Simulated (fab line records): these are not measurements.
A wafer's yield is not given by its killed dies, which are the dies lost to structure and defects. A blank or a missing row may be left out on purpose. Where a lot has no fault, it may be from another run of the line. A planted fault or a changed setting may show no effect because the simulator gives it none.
A struck lot beside a sound one + flow gf180mcu + 15 steps out of a route of 602
Sound: the wafers L194.3, L194.4, L194.5. Wafers struck: L211.1, L211.2, L211.3. The cause is named last.
Order at every step that has rows: each side's tool, ch and its chambers, its first start. Under that, the readings that differ: sound wafers + struck wafers + difference of the means + sigmas: that difference in standard deviations of wafers without a fault.
alike: readings whose means differ by less than 2 such deviations, and words and numbers that are the same on both sides. not compared: withheld readings, readings that some wafer has no value for, bounds like >300 that may hide the same value, and numbers for which the record gives no deviation and whose values overlap.
A row with sigmas, a row that says differs or no value, or rows on one side alone: a step with any of these is where the two part. Non-overlapping numbers with no deviation appear without sigmas and do not part them. A reading missing from all wafers of one side parts the sides only when that side holds two or more wafers.

first, 1 step without rows for these wafers: GF_TOP_METAL_CLEAN_19 (cleans in DIW).
GF_PASSIVATION_CVD_00: deposits SiO2 from TEOS, target thk 1000 nm, time 111.95 s.
  sound on pecvd-01 ch 0,1,2, day 29 02:59; struck on pecvd-01 ch 0,1,2, day 33 19:40
  alike: heater power w, susceptor temp C
GF_PASSIVATION_THK_MEAS_01:
  sound on film metro-04 at day 29 03:05; struck on film metro-04 at day 33 19:44
  alike: PASSIVATION_CVD_00_THK
GF_PASSIVATION_CVD_02: deposits Si3N4, target thk 700 nm, time 486.18 s.
  sound on pecvd-02 ch 0,1,2, day 29 03:07; struck on pecvd-02 ch 0,1,2, day 33 19:48
  alike: heater power w, susceptor temp C
GF_PASSIVATION_THK_MEAS_03:
  sound on film metro-01 at day 29 03:26; struck on film metro-01 at day 33 20:05
  alike: PASSIVATION_CVD_02_THK
then, 7 steps without rows for these wafers: GF_PASSIVATION_DEHYDRATE_04 (time 60 s); GF_PASSIVATION_HMDS_05 (prime time 60 s); GF_PASSIVATION_COAT_06 (resist thk 4000 nm); GF_PASSIVATION_SOFTBAKE_07; GF_PASSIVATION_EXPOSE_08 (exposes mask Pad, target cd 40000 nm); GF_PASSIVATION_PEB_09; GF_PASSIVATION_DEVELOP_10 (develop time 60 s).
GF_PASSIVATION_ETCH_11: etches the open film in CF4/O2, stops on TiN, target depth 1800 nm, time 400 s.
  sound on rie diel-02 ch 0,1,2, day 29 21:44; struck on rie diel-03 ch 0,1,3, day 34 10:57
| reading                                       | sound             | struck            | difference | sigmas |
|-----------------------------------------------|-------------------|-------------------|------------|--------|
| oes product au (a.u.)                         | 0.967 0.940 0.968 | 0.932 0.917 0.912 | -0.038     | -5     |
| rf fwd power W (W)                            | 796.2 796.7 800.2 | 673.2 666.9 667.9 | -128.4     | -49    |
| model.coat_of_PASSIVATION_COAT_06.thk nm (nm) | 2809 2753 2801    | 2940 2958 2966    | +167       |        |
| model.etch.depth nm (nm)                      | 1689 1656 1714    | 1605 1569 1558    | -109       |        |
| model.PASSIVATION.feature depth nm (nm)       | 1689 1656 1714    | 1605 1569 1558    | -109       |        |
  alike: chamber pressure mTorr, drypump motor current A, throttle valve pct
  not compared: rf hours counter h
GF_PASSIVATION_STRIP_12: strips in O2/N2.
  sound on plasma asher-02 ch 0,1, day 29 22:01; struck on plasma asher-03 ch 0,1, day 34 11:11
| reading                      | sound             | struck            | difference | sigmas |
|------------------------------|-------------------|-------------------|------------|--------|
| strip time to endpoint s (s) | 34.88 34.23 34.81 | 36.37 36.60 36.67 | +1.91      | +7     |
  alike: chamber pressure mTorr, drypump motor current A, heater power w, o2 flow sccm, oes product au
  not compared: rf hours counter h
then, 1 step without rows for these wafers: GF_PASSIVATION_ANNEAL_13 (time 1800 s).

WHERE THEY PART
At GF_PASSIVATION_ETCH_11 first; at GF_PASSIVATION_STRIP_12 last (within this record only).

WHY: whatever the simulator had introduced
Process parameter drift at GF_PASSIVATION_ETCH_11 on rie diel-03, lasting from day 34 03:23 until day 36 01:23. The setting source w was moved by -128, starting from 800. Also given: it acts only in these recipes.
